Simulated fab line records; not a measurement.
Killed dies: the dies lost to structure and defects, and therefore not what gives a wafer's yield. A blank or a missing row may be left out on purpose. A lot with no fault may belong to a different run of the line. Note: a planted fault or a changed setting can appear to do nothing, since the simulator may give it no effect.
fab line records	flow gf180mcu
record: lots: 24	wafers: 72	last_day: 34
route steps=602 shown V1@352 M2@366 V2@396 M3@424 TOP_METAL@573
lots that met no fault: from a run of the same line without faults
start_h: hours from the record's first day to the start of the lot's first wafer shown	wait_h: hours since the lot's step before	" same as the row above	L1.1+2: several wafers, shown together as one row	- no value, or no start was given	* or withheld: withheld	< > ~ a bound
route shown NAME@n: names a module that has steps shown in the file, with the first one's number in the route	usual: mean/standard deviation of fault-free wafers	same: alike in all rows	chamber/n: place in a boat	sites: each site's reading	_std_site: the standard deviation of these	_edge_site: the outer-site mean with the inner-site mean subtracted	radius_mm: how far each site lies from the wafer's centre	mask NAME#n: copy n	behind: the most recent tool/chamber to have shaped the wafer	hold: the reason the lot was held/the length of the hold in hours/how it ended	device: the n, p or np transistor that did not switch	end of line: tests of these same wafers at the route's end	step lacking rows: just its recipe	killed: count of dies lost to structure and defects at first sort (not the wafer's yield)	map: a wafer's dies, x killed, . not, _ none there
set.NAME: the setting as run; set.NAME@STEP: as run at that earlier step	model.NAME: the simulator's own value behind a step, which no gauge read
the route's steps for a sample of lots (tables are steps, rows are wafers)
services: the hour from which a tool's chamber was out of use, counted from the record's first day as start_h (under 0 if before that day), plus the number of hours and why
== steps ==
step: GF_V1_ETCH_17
recipe: chemistry: C4F8/O2/Ar	mask_material: KrF	target: SiO2	stop_on: TiN	source_w: 1500	bias_w: 1200	pressure_mtorr: 40	c4f8_flow_sccm: withheld	O2_flow_sccm: 6	Ar_flow_sccm: 300	time_s: withheld	target_depth_a: 6300
usual: oes_product_au: 0.856/0.0047
lot.wafer	tool	chamber	start_h	wait_h	oes_product_au
L074.2	rie_diel-04	2	-	-	0.859
L074.3	"	3	"	"	0.864
L074.5	"	3	"	"	0.852
L075.1	rie_diel-01	0	-	-	0.860
L075.5	"	3	"	"	0.859
L075.6	"	0	"	"	0.859
L076.1	rie_diel-01	1	-	-	0.860
L076.2	"	0	"	"	0.859
L076.4	"	3	"	"	0.859
L077.1	rie_diel-03	3	-	-	0.856
L077.2	"	2	"	"	0.860
L077.5	"	2	"	"	0.856
L078.2	rie_diel-01	2	-	-	0.853
L078.4	"	3	"	"	0.856
L078.6	"	3	"	"	0.856
L079.1	rie_diel-03	2	-	-	0.868
L079.3	"	3	"	"	0.865
L079.4	"	0	"	"	0.856
L081.2	rie_diel-03	0	-	-	0.857
L081.5	"	2	"	"	0.853
L081.6	"	3	"	"	0.852
L080.1	rie_diel-01	0	-	-	0.850
L080.3	"	3	"	"	0.855
L080.4	"	2	"	"	0.856
L082.2	rie_diel-04	3	-	-	0.864
L082.3	"	0	"	"	0.864
L082.5	"	0	"	"	0.859
L083.1	rie_diel-03	1	-	-	0.847
L083.4	"	1	"	"	0.856
L083.5	"	2	"	"	0.846
L084.1	rie_diel-01	3	-	-	0.856
L084.3	"	0	"	"	0.845
L084.6	"	1	"	"	0.863
L085.3	rie_diel-03	3	-	-	0.854
L085.4	"	1	"	"	0.853
L085.6	"	1	"	"	0.850
L086.2	rie_diel-01	0	-	-	0.859
L086.4	"	3	"	"	0.852
L086.6	"	0	"	"	0.857
L087.1	rie_diel-04	3	-	-	0.862
L087.4	"	2	"	"	0.854
L087.6	"	0	"	"	0.845
L088.4	rie_diel-03	1	-	-	0.857
L088.5	"	3	"	"	0.853
L088.6	"	2	"	"	0.857
L090.1	rie_diel-01	0	-	-	0.858
L090.3	"	2	"	"	0.856
L090.6	"	2	"	"	0.855
L089.1	rie_diel-03	3	-	-	0.851
L089.4	"	2	"	"	0.854
L089.6	"	3	"	"	0.853
L091.1	rie_diel-01	0	-	-	0.861
L091.4	"	3	"	"	0.850
L091.6	"	0	"	"	0.856
L092.1	rie_diel-03	3	-	-	0.855
L092.2	"	0	"	"	0.855
L092.6	"	1	"	"	0.856
L093.1	rie_diel-01	0	-	-	0.853
L093.5	"	0	"	"	0.855
L093.6	"	2	"	"	0.858
L094.1	rie_diel-03	0	-	-	0.857
L094.3	"	2	"	"	0.858
L094.6	"	1	"	"	0.854
L095.3	rie_diel-01	1	-	-	0.855
L095.4	"	3	"	"	0.865
L095.6	"	0	"	"	0.858
L096.4	rie_diel-03	3	-	-	0.858
L096.5	"	1	"	"	0.846
L096.6	"	0	"	"	0.856
L097.1	rie_diel-04	3	-	-	0.847
L097.4	"	1	"	"	0.860
L097.5	"	1	"	"	0.860
step: GF_M2_SPUTTER_04
recipe: material: TiN	target_thk_nm: 50	power_w: 6500	time_s: 41.7	chamber_pressure_pa: 0.4
usual: throttle_valve_pct: 30.1/1.6
lot.wafer	tool	chamber	start_h	wait_h	throttle_valve_pct
L074.2	pvd_sputter-02	-	423.39	0.0	31.2
L074.3	"	-	"	"	32.0
L074.5	"	-	"	"	32.0
L075.1	pvd_sputter-04	-	426.49	0.0	28.8
L075.5	"	-	"	"	31.0
L075.6	"	-	"	"	31.7
L076.1	pvd_sputter-02	-	445.11	0.0	28.6
L076.2	"	-	"	"	31.0
L076.4	"	-	"	"	29.3
L077.1	pvd_sputter-01	-	449.04	0.0	28.1
L077.2	"	-	"	"	32.4
L077.5	"	-	"	"	30.2
L078.2	pvd_sputter-04	-	451.60	0.0	31.4
L078.4	"	-	"	"	30.1
L078.6	"	-	"	"	31.3
L079.1	pvd_sputter-01	-	472.91	0.0	26.9
L079.3	"	-	"	"	30.1
L079.4	"	-	"	"	27.9
L081.2	pvd_sputter-01	-	474.91	0.0	30.2
L081.5	"	-	"	"	30.3
L081.6	"	-	"	"	32.5
L080.1	pvd_sputter-02	-	477.03	0.0	28.9
L080.3	"	-	"	"	29.6
L080.4	"	-	"	"	31.0
L082.2	pvd_sputter-04	-	498.24	0.0	31.4
L082.3	"	-	"	"	31.4
L082.5	"	-	"	"	31.5
L083.1	pvd_sputter-02	-	500.10	0.0	29.3
L083.4	"	-	"	"	31.8
L083.5	"	-	"	"	29.0
L084.1	pvd_sputter-01	-	505.59	0.0	27.9
L084.3	"	-	"	"	30.2
L084.6	"	-	"	"	28.3
L085.3	pvd_sputter-02	-	509.04	0.0	28.9
L085.4	"	-	"	"	30.9
L085.6	"	-	"	"	32.0
L086.2	pvd_sputter-01	-	528.74	0.0	32.6
L086.4	"	-	"	"	27.2
L086.6	"	-	"	"	29.9
L087.1	pvd_sputter-02	-	546.52	0.0	31.5
L087.4	"	-	"	"	30.8
L087.6	"	-	"	"	29.1
L088.4	pvd_sputter-01	-	546.82	0.0	28.1
L088.5	"	-	"	"	32.4
L088.6	"	-	"	"	29.9
L090.1	pvd_sputter-01	-	552.14	0.0	27.3
L090.3	"	-	"	"	28.4
L090.6	"	-	"	"	27.3
L089.1	pvd_sputter-02	-	553.04	0.0	29.4
L089.4	"	-	"	"	28.9
L089.6	"	-	"	"	29.6
L091.1	pvd_sputter-01	-	566.11	0.0	27.1
L091.4	"	-	"	"	32.2
L091.6	"	-	"	"	32.3
L092.1	pvd_sputter-01	-	572.18	0.0	30.2
L092.2	"	-	"	"	27.1
L092.6	"	-	"	"	27.3
L093.1	pvd_sputter-04	-	572.55	0.0	31.5
L093.5	"	-	"	"	30.3
L093.6	"	-	"	"	31.3
L094.1	pvd_sputter-04	-	592.06	0.0	31.3
L094.3	"	-	"	"	30.3
L094.6	"	-	"	"	30.2
L095.3	pvd_sputter-01	-	593.24	0.0	27.5
L095.4	"	-	"	"	32.3
L095.6	"	-	"	"	30.2
L096.4	pvd_sputter-04	-	595.58	0.0	30.4
L096.5	"	-	"	"	29.0
L096.6	"	-	"	"	31.6
L097.1	pvd_sputter-01	-	613.04	0.0	30.2
L097.4	"	-	"	"	28.3
L097.5	"	-	"	"	27.8
step: GF_V2_CD_MEAS_14
recipe: target_cd_nm: 260
usual: cd_nm: 260.0/1.3
lot.wafer	tool	chamber	start_h	wait_h	cd_nm
L074.2	cd_sem-02	-	473.37	0.1	258.9
L074.3	"	-	"	"	260.1
L074.5	"	-	"	"	259.9
L075.1	cd_sem-01	-	477.00	0.1	261.3
L075.5	"	-	"	"	263.1
L075.6	"	-	"	"	262.6
L076.1	cd_sem-02	-	494.62	0.1	261.2
L076.2	"	-	"	"	261.3
L076.4	"	-	"	"	261.2
L077.1	cd_sem-02	-	497.70	0.1	257.9
L077.2	"	-	"	"	257.4
L077.5	"	-	"	"	258.0
L078.2	cd_sem-02	-	501.17	0.1	260.4
L078.4	"	-	"	"	258.7
L078.6	"	-	"	"	259.1
L079.1	cd_sem-02	-	521.77	0.1	259.9
L079.3	"	-	"	"	260.0
L079.4	"	-	"	"	260.5
L081.2	cd_sem-01	-	523.82	0.1	263.2
L081.5	"	-	"	"	263.3
L081.6	"	-	"	"	263.6
L080.1	cd_sem-01	-	525.95	0.1	259.7
L080.3	"	-	"	"	260.9
L080.4	"	-	"	"	261.7
L082.2	cd_sem-01	-	545.87	0.1	258.1
L082.3	"	-	"	"	257.5
L082.5	"	-	"	"	258.2
L083.1	cd_sem-01	-	546.80	0.1	258.3
L083.4	"	-	"	"	258.4
L083.5	"	-	"	"	259.2
L084.1	cd_sem-02	-	552.05	0.1	259.1
L084.3	"	-	"	"	259.4
L084.6	"	-	"	"	260.0
L085.3	cd_sem-01	-	555.71	0.1	261.2
L085.4	"	-	"	"	261.6
L085.6	"	-	"	"	261.6
L086.2	cd_sem-01	-	575.29	0.2	258.9
L086.4	"	-	"	"	258.8
L086.6	"	-	"	"	258.0
L087.1	cd_sem-01	-	590.51	0.1	259.3
L087.4	"	-	"	"	259.7
L087.6	"	-	"	"	259.4
L088.4	cd_sem-02	-	590.66	0.1	258.7
L088.5	"	-	"	"	259.9
L088.6	"	-	"	"	259.0
L090.1	cd_sem-01	-	596.51	0.1	260.4
L090.3	"	-	"	"	260.0
L090.6	"	-	"	"	260.6
L089.1	cd_sem-01	-	598.11	0.1	261.5
L089.4	"	-	"	"	261.0
L089.6	"	-	"	"	261.1
L091.1	cd_sem-02	-	609.91	0.1	259.8
L091.4	"	-	"	"	262.3
L091.6	"	-	"	"	261.7
L092.1	cd_sem-02	-	616.05	0.1	258.8
L092.2	"	-	"	"	258.6
L092.6	"	-	"	"	259.3
L093.1	cd_sem-01	-	616.07	0.1	259.7
L093.5	"	-	"	"	258.5
L093.6	"	-	"	"	258.9
L094.1	cd_sem-02	-	635.20	0.1	257.9
L094.3	"	-	"	"	259.3
L094.6	"	-	"	"	259.5
L095.3	cd_sem-02	-	636.84	0.1	259.3
L095.4	"	-	"	"	259.6
L095.6	"	-	"	"	259.8
L096.4	cd_sem-02	-	638.96	0.1	261.4
L096.5	"	-	"	"	259.9
L096.6	"	-	"	"	259.9
L097.1	cd_sem-02	-	655.36	0.1	261.0
L097.4	"	-	"	"	260.1
L097.5	"	-	"	"	260.1
step: GF_M3_OVL_MEAS_15
usual: M3_OVL: 1/4.5
lot.wafer	tool	chamber	start_h	wait_h	M3_OVL[nm]
L074.2	overlay-01	-	499.52	0.1	8
L074.3	"	-	"	"	4
L074.5	"	-	"	"	3
L075.1	overlay-01	-	503.12	0.1	1
L075.5	"	-	"	"	5
L075.6	"	-	"	"	-6
L076.1	overlay-02	-	519.64	0.1	-1
L076.2	"	-	"	"	6
L076.4	"	-	"	"	1
L077.1	overlay-02	-	522.84	0.1	-5
L077.2	"	-	"	"	2
L077.5	"	-	"	"	-9
L078.2	overlay-01	-	526.58	0.1	-2
L078.4	"	-	"	"	-3
L078.6	"	-	"	"	0
L079.1	overlay-02	-	546.02	0.1	-8
L079.3	"	-	"	"	0
L079.4	"	-	"	"	2
L081.2	overlay-01	-	548.79	0.1	3
L081.5	"	-	"	"	0
L081.6	"	-	"	"	6
L080.1	overlay-01	-	550.37	0.1	1
L080.3	"	-	"	"	2
L080.4	"	-	"	"	13
L082.2	overlay-02	-	570.12	0.1	-2
L082.3	"	-	"	"	1
L082.5	"	-	"	"	6
L083.1	overlay-01	-	570.47	0.1	1
L083.4	"	-	"	"	4
L083.5	"	-	"	"	-3
L084.1	overlay-02	-	576.22	0.1	1
L084.3	"	-	"	"	0
L084.6	"	-	"	"	-5
L085.3	overlay-01	-	579.50	0.1	-6
L085.4	"	-	"	"	2
L085.6	"	-	"	"	3
L086.2	overlay-01	-	598.59	0.1	1
L086.4	"	-	"	"	-4
L086.6	"	-	"	"	0
L088.4	overlay-02	-	613.18	0.1	-2
L088.5	"	-	"	"	5
L088.6	"	-	"	"	-3
L087.1	overlay-02	-	613.43	0.1	-2
L087.4	"	-	"	"	2
L087.6	"	-	"	"	2
L090.1	overlay-02	-	619.07	0.1	-1
L090.3	"	-	"	"	1
L090.6	"	-	"	"	-8
L089.1	overlay-02	-	620.67	0.1	0
L089.4	"	-	"	"	4
L089.6	"	-	"	"	1
L091.1	overlay-01	-	632.58	0.1	8
L091.4	"	-	"	"	-3
L091.6	"	-	"	"	-4
L092.1	overlay-02	-	638.67	0.1	6
L092.2	"	-	"	"	-4
L092.6	"	-	"	"	-6
L093.1	overlay-01	-	639.14	0.1	-4
L093.5	"	-	"	"	3
L093.6	"	-	"	"	-5
L094.1	overlay-02	-	656.78	0.1	-3
L094.3	"	-	"	"	3
L094.6	"	-	"	"	3
L095.3	overlay-02	-	658.43	0.1	6
L095.4	"	-	"	"	11
L095.6	"	-	"	"	2
L096.4	overlay-01	-	661.59	0.1	1
L096.5	"	-	"	"	7
L096.6	"	-	"	"	4
L097.1	overlay-01	-	676.18	0.1	2
L097.4	"	-	"	"	7
L097.5	"	-	"	"	0
step: GF_M3_METAL_ETCH_16
recipe: chemistry: Cl2/BCl3	mask_material: KrF	target_depth_nm: 750.8	stop_on: SiO2	pressure_mtorr: 8	icp_w: 800	bias_w: 140	Cl2_flow_sccm: 80	bcl3_flow_sccm: 40	time_s: 125.1
usual: drypump_motor_current_A: 5.41/0.29	mfc_cl2_sccm: 79.99/0.26	oes_product_au: 0.990/0.0071	throttle_valve_pct: 28.229/0.011
lot.wafer	tool	chamber	start_h	wait_h	drypump_motor_current_A	mfc_cl2_sccm	oes_product_au	rf_hours_counter_h	throttle_valve_pct
L074.2	rie_metal-01	1	499.55	0.0	5.10	79.51	0.987	13	28.237
L074.3	"	0	"	"	5.70	79.55	0.985	-	28.224
L074.5	"	1	"	"	5.09	79.43	0.996	-	28.229
L075.1	rie_metal-01	0	503.16	0.0	5.69	80.11	1.002	12	28.235
L075.5	"	1	"	"	5.10	79.92	0.996	-	28.208
L075.6	"	0	"	"	5.68	79.99	0.993	-	28.232
L076.1	rie_metal-04	1	519.67	0.0	5.69	80.07	1.002	1	28.229
L076.2	"	0	"	"	5.88	79.85	0.993	6	28.209
L076.4	"	1	"	"	5.70	79.90	0.998	-	28.222
L077.1	rie_metal-01	0	522.87	0.0	5.64	79.76	0.998	13	28.225
L077.2	"	0	"	"	5.67	79.66	0.988	-	28.252
L077.5	"	0	"	"	5.67	79.95	0.995	-	28.229
L078.2	rie_metal-02	1	526.65	0.1	5.11	80.18	0.990	-	28.217
L078.4	"	1	"	"	5.10	79.49	0.989	-	28.217
L078.6	"	1	"	"	5.11	79.82	0.991	-	28.227
L079.1	rie_metal-01	0	546.06	0.0	5.72	80.29	0.984	14	28.216
L079.3	"	1	"	"	5.10	79.93	0.973	-	28.249
L079.4	"	0	"	"	5.70	80.20	1.004	-	28.242
L081.2	rie_metal-02	1	548.86	0.1	5.11	80.09	0.990	-	28.227
L081.5	"	1	"	"	5.10	79.82	0.996	-	28.226
L081.6	"	1	"	"	5.11	79.81	0.996	-	28.213
L080.1	rie_metal-04	1	550.41	0.0	5.73	80.23	1.001	2	28.230
L080.3	"	0	"	"	5.92	80.13	0.988	-	28.219
L080.4	"	1	"	"	5.72	79.74	0.989	-	28.225
L082.2	rie_metal-01	0	570.15	0.0	5.72	80.23	0.985	15	28.245
L082.3	"	0	"	"	5.72	79.97	0.994	-	28.239
L082.5	"	0	"	"	5.73	79.86	0.988	-	28.222
L083.1	rie_metal-02	0	570.50	0.0	5.30	80.34	0.982	5	28.213
L083.4	"	0	"	"	5.29	80.13	0.995	-	28.239
L083.5	"	0	"	"	5.30	80.10	0.988	-	28.222
L084.1	rie_metal-01	1	576.26	0.0	5.07	79.84	0.979	1	28.240
L084.3	"	1	"	"	5.08	79.54	0.981	-	28.227
L084.6	"	0	"	"	5.71	80.24	0.990	-	28.234
L085.3	rie_metal-02	0	579.61	0.1	5.30	80.43	0.988	-	28.262
L085.4	"	0	"	"	5.31	80.07	0.983	-	28.244
L085.6	"	0	"	"	5.30	80.54	0.991	-	28.234
L086.2	rie_metal-01	1	598.66	0.1	5.09	79.92	0.993	-	28.222
L086.4	"	1	"	"	5.07	79.97	0.996	-	28.232
L086.6	"	1	"	"	5.08	80.03	0.982	-	28.222
L088.4	rie_metal-04	1	613.25	0.1	5.70	80.32	0.994	-	28.216
L088.5	"	0	"	"	5.88	80.02	0.994	-	28.230
L088.6	"	1	"	"	5.73	80.20	1.002	-	28.220
L087.1	rie_metal-02	1	613.47	0.0	5.11	79.89	0.993	1	28.226
L087.4	"	0	"	"	5.30	80.25	0.993	-	28.228
L087.6	"	1	"	"	5.12	79.88	0.992	-	28.241
L090.1	rie_metal-02	1	619.10	0.0	5.10	80.18	0.991	1	28.239
L090.3	"	1	"	"	5.12	79.95	0.991	-	28.228
L090.6	"	0	"	"	5.32	79.64	0.995	-	28.237
L089.1	rie_metal-01	1	620.70	0.0	5.09	79.80	0.984	4	28.248
L089.4	"	1	"	"	5.08	80.07	0.982	-	28.243
L089.6	"	1	"	"	5.11	79.73	0.974	-	28.228
L091.1	rie_metal-01	1	632.62	0.0	5.11	79.99	0.983	5	28.241
L091.4	"	1	"	"	5.12	80.38	0.979	-	28.222
L091.6	"	0	"	"	5.70	79.92	0.994	-	28.213
L092.1	rie_metal-04	1	638.70	0.0	5.71	79.79	0.998	6	28.224
L092.2	"	0	"	"	5.88	79.97	0.985	10	28.229
L092.6	"	1	"	"	5.71	79.91	0.994	-	28.238
L093.1	rie_metal-01	1	639.17	0.0	5.10	79.69	0.978	5	28.238
L093.5	"	1	"	"	5.08	79.76	0.969	-	28.242
L093.6	"	0	"	"	5.68	79.70	0.981	-	28.241
L094.1	rie_metal-02	0	656.82	0.0	5.30	80.10	0.995	9	28.237
L094.3	"	0	"	"	5.32	79.92	0.994	-	28.226
L094.6	"	0	"	"	5.31	80.22	0.997	-	28.220
L095.3	rie_metal-02	0	658.54	0.1	5.31	79.91	0.996	-	28.216
L095.4	"	0	"	"	5.29	79.75	0.991	-	28.225
L095.6	"	0	"	"	5.32	80.14	0.994	-	28.225
L096.4	rie_metal-04	0	661.65	0.1	5.88	80.17	0.990	-	28.229
L096.5	"	0	"	"	5.89	79.70	0.996	-	28.214
L096.6	"	1	"	"	5.70	80.35	0.988	-	28.219
L097.1	rie_metal-02	0	676.22	0.0	5.30	80.51	0.997	11	28.219
L097.4	"	0	"	"	5.29	80.20	0.991	-	28.220
L097.5	"	0	"	"	5.30	80.01	0.994	-	28.232
step: GF_TOP_METAL_THK_MEAS_06
recipe: thk_meas_gauge: xrf	reads: AlCu_of_TOP_METAL_SPUTTER_02
usual: TOP_METAL_ALCU_THK: 909/9.5
lot.wafer	tool	chamber	start_h	wait_h	TOP_METAL_ALCU_THK[nm]
L074.2	film_metro-03	-	640.81	0.1	906
L074.3	"	-	"	"	910
L074.5	"	-	"	"	908
L075.1	film_metro-03	-	643.79	0.1	919
L075.5	"	-	"	"	923
L075.6	"	-	"	"	915
L076.1	film_metro-03	-	657.17	0.1	917
L076.2	"	-	"	"	915
L076.4	"	-	"	"	920
L077.1	film_metro-02	-	660.11	0.1	896
L077.2	"	-	"	"	911
L077.5	"	-	"	"	898
L078.2	film_metro-03	-	665.73	0.1	914
L078.4	"	-	"	"	900
L078.6	"	-	"	"	919
L079.1	film_metro-03	-	680.94	0.1	902
L079.3	"	-	"	"	902
L079.4	"	-	"	"	905
L081.2	film_metro-03	-	682.39	0.1	897
L081.5	"	-	"	"	903
L081.6	"	-	"	"	913
L080.1	film_metro-03	-	684.63	0.1	903
L080.3	"	-	"	"	904
L080.4	"	-	"	"	905
L082.2	film_metro-03	-	700.00	0.1	901
L082.3	"	-	"	"	902
L082.5	"	-	"	"	900
L083.1	film_metro-03	-	701.03	0.1	903
L083.4	"	-	"	"	911
L083.5	"	-	"	"	913
L084.1	film_metro-03	-	707.76	0.1	896
L084.3	"	-	"	"	875
L084.6	"	-	"	"	898
L085.3	film_metro-04	-	708.33	0.1	901
L085.4	"	-	"	"	920
L085.6	"	-	"	"	910
L086.2	film_metro-04	-	726.39	0.1	893
L086.4	"	-	"	"	910
L086.6	"	-	"	"	916
L088.4	film_metro-02	-	738.05	0.1	918
L088.5	"	-	"	"	924
L088.6	"	-	"	"	916
L087.1	film_metro-04	-	739.22	0.1	917
L087.4	"	-	"	"	900
L087.6	"	-	"	"	911
L090.1	film_metro-03	-	742.94	0.1	919
L090.3	"	-	"	"	917
L090.6	"	-	"	"	915
L089.1	film_metro-03	-	745.20	0.1	921
L089.4	"	-	"	"	922
L089.6	"	-	"	"	911
L091.1	film_metro-03	-	754.18	0.1	892
L091.4	"	-	"	"	902
L091.6	"	-	"	"	906
L092.1	film_metro-04	-	758.81	0.1	916
L092.2	"	-	"	"	929
L092.6	"	-	"	"	917
L093.1	film_metro-04	-	759.02	0.1	907
L093.5	"	-	"	"	909
L093.6	"	-	"	"	920
L094.1	film_metro-03	-	774.66	0.1	898
L094.3	"	-	"	"	894
L094.6	"	-	"	"	897
L095.3	film_metro-02	-	776.03	0.1	908
L095.4	"	-	"	"	918
L095.6	"	-	"	"	931
L096.4	film_metro-04	-	779.24	0.1	905
L096.5	"	-	"	"	899
L096.6	"	-	"	"	904
L097.1	film_metro-04	-	789.97	0.1	909
L097.4	"	-	"	"	900
L097.5	"	-	"	"	893
== services ==
tool	chamber	start_h	hours	kind
rie_metal-02	0	397.97	163.2	repair
pvd_sputter-01	-	405.68	0.8	repair
rie_diel-03	3	425.06	3.2	repair
rie_diel-03	2	434.14	8.1	repair
rie_diel-03	1	438.92	42.7	repair
rie_metal-01	1	444.44	20.0	repair
rie_metal-02	-	447.22	1.5	repair
rie_diel-01	3	452.62	6.7	repair
rie_diel-03	-	465.91	2.8	pm
rie_metal-02	1	467.71	5.6	repair
rie_metal-02	1	494.70	13.9	repair
rie_diel-03	1	532.09	4.3	repair
rie_diel-03	0	541.63	13.8	repair
pvd_sputter-02	-	557.69	23.7	repair
rie_diel-01	1	557.87	14.3	repair
rie_diel-01	-	562.82	0.3	repair
pvd_sputter-02	-	566.37	4.5	repair
rie_metal-02	0	571.00	6.3	repair
rie_metal-01	-	590.88	0.7	repair
pvd_sputter-01	-	606.07	0.5	repair
rie_diel-01	1	613.85	4.2	repair
rie_metal-02	1	625.75	69.1	repair
rie_diel-03	0	644.66	7.1	repair
rie_diel-01	1	665.31	4.7	repair
== key ==
fault none
